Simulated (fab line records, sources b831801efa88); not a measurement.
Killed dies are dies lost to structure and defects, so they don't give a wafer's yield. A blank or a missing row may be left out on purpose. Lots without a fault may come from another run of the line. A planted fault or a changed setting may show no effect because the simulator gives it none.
Problem report in the 8D (eight disciplines) form, filled by code | flow sky130 | the parts of the form that need people (team, actions taken, sign-off) are left out

1. THE PROBLEM
killed_at_contacts at SKY_PAD_OPEN_PROBE_99 reads a mean of 54 on 1 wafer of 1 lot; wafers without a fault read 25 with a standard deviation of 5.3. That is +5.5 standard deviations from the usual mean.
First seen on wafer L598.1, day 48 10:37, on prober-01. The record holds 10 wafers of 4 lots with a number at this step. Rule for "out", or "out of limits": more than 4 standard deviations from the usual mean. The other wafers with a number count as sound.

2. WHAT IT IS AND WHAT IT IS NOT
question                    | is                     | is not
which readings at this step | killed_at_contacts     | killed_at_M0_to_M3, killed_at_M4_up, killed_at_front_end, killed_at_other, killed_open, killed_short
which lots                  | L598                   | L600, L604, L605
which wafers of those lots  | all that have a number | -
read on which tools         | prober-01              | prober-02
when                        | from day 48 10:37      | up to then (0 sound wafers); but 9 sound wafers of L600, L604, L605 came after

3. SUSPECTS, AND WHAT RULES EACH OUT
Counting: a tool at a process step up to the reading stays a suspect if it ran every lot that is out and no sound lot after the first of them.
- cmp-01 at SKY_LI_CONTACT_CMP_02 (polishes PSG): ruled out as a lasting fault. Sound lots L604, L605 ran on it after its first lot that is out, L598 (day 31 11:37).
- rie_diel-03 at SKY_LI_CONTACT_ETCH_14 (etches BARC in N2/H2, stops on SiO2, time 45.9 s, target depth 60 nm): kept. It ran the lot that is out, L598 (day 32 14:28), and no sound lot after that.
- rie_diel-03 at SKY_LI_CONTACT_ETCH_15 (etches PSG in C4F8/O2/Ar, stops on Si, target depth 600 nm): kept. It ran the lot that is out, L598 (day 32 14:31), and no sound lot after that.
- pvd_sputter-04 at SKY_LI_CONTACT_SPUTTER_19 (material Ti, target thk 20 nm, time 106.37 s): kept. It ran the lot that is out, L598 (day 32 14:53), and no sound lot after that.
- pvd_sputter-03 at SKY_LOCAL_INTERCONNECT_SPUTTER_00 (material TiN, target thk 100 nm, time 83.3 s): ruled out as a lasting fault. Sound lots L604, L605 ran on it after its first lot that is out, L598 (day 32 15:38).
- rie_metal-01 at SKY_LOCAL_INTERCONNECT_ETCH_13 (etches BARC in N2/H2, stops on SiO2, time 45.9 s, target depth 60 nm): kept. It ran the lot that is out, L598 (day 33 18:46), and no sound lot after that.
- prober-01 at SKY_PAD_OPEN_PROBE_99: ruled out as a lasting fault. Sound lots L600, L604 ran on it after its first lot that is out, L598 (day 48 10:37).
Left after counting: rie_diel-03 at SKY_LI_CONTACT_ETCH_14, rie_diel-03 at SKY_LI_CONTACT_ETCH_15, pvd_sputter-04 at SKY_LI_CONTACT_SPUTTER_19, rie_metal-01 at SKY_LOCAL_INTERCONNECT_ETCH_13.

4. THE CAUSE (what the simulator had put in)
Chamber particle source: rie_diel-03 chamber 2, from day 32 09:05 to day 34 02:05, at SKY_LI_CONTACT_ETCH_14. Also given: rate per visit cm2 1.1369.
Counting left 4 suspects, and this tool is among them.

5. THE CHAIN OF EFFECTS, in route order
Each row: a reading whose mean over the struck wafers that have a number lies more than 3 standard deviations from the usual. Only readings for which the record gives a usual standard deviation are gone through. hours: the time from each lot's start at the first step in this table that gives one to its start at this step, as a median over the lots. sigmas: the change in usual standard deviations.
hours | step                  | reading            | usual | on struck wafers | change | sigmas
0     | SKY_PAD_OPEN_PROBE_99 | killed_at_contacts | 25    | 54               | +29    | +5.5
The process steps in it:
- SKY_PAD_OPEN_PROBE_99

6. WHAT WOULD HAVE CAUGHT IT SOONER
In this record the first reading out of limits was taken at day 48 10:37, 386 hours after the fault began at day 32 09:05.
Of the tool readings at SKY_LI_CONTACT_ETCH_14 for which the record gives a usual standard deviation, none was out on any struck wafer, so an alarm limit of 4 standard deviations on them would not have fired.
All the lots that are out (1) had begun SKY_LI_CONTACT_ETCH_14 on rie_diel-03 by day 48 10:37. A hold on the tool at that time would have spared none of them.
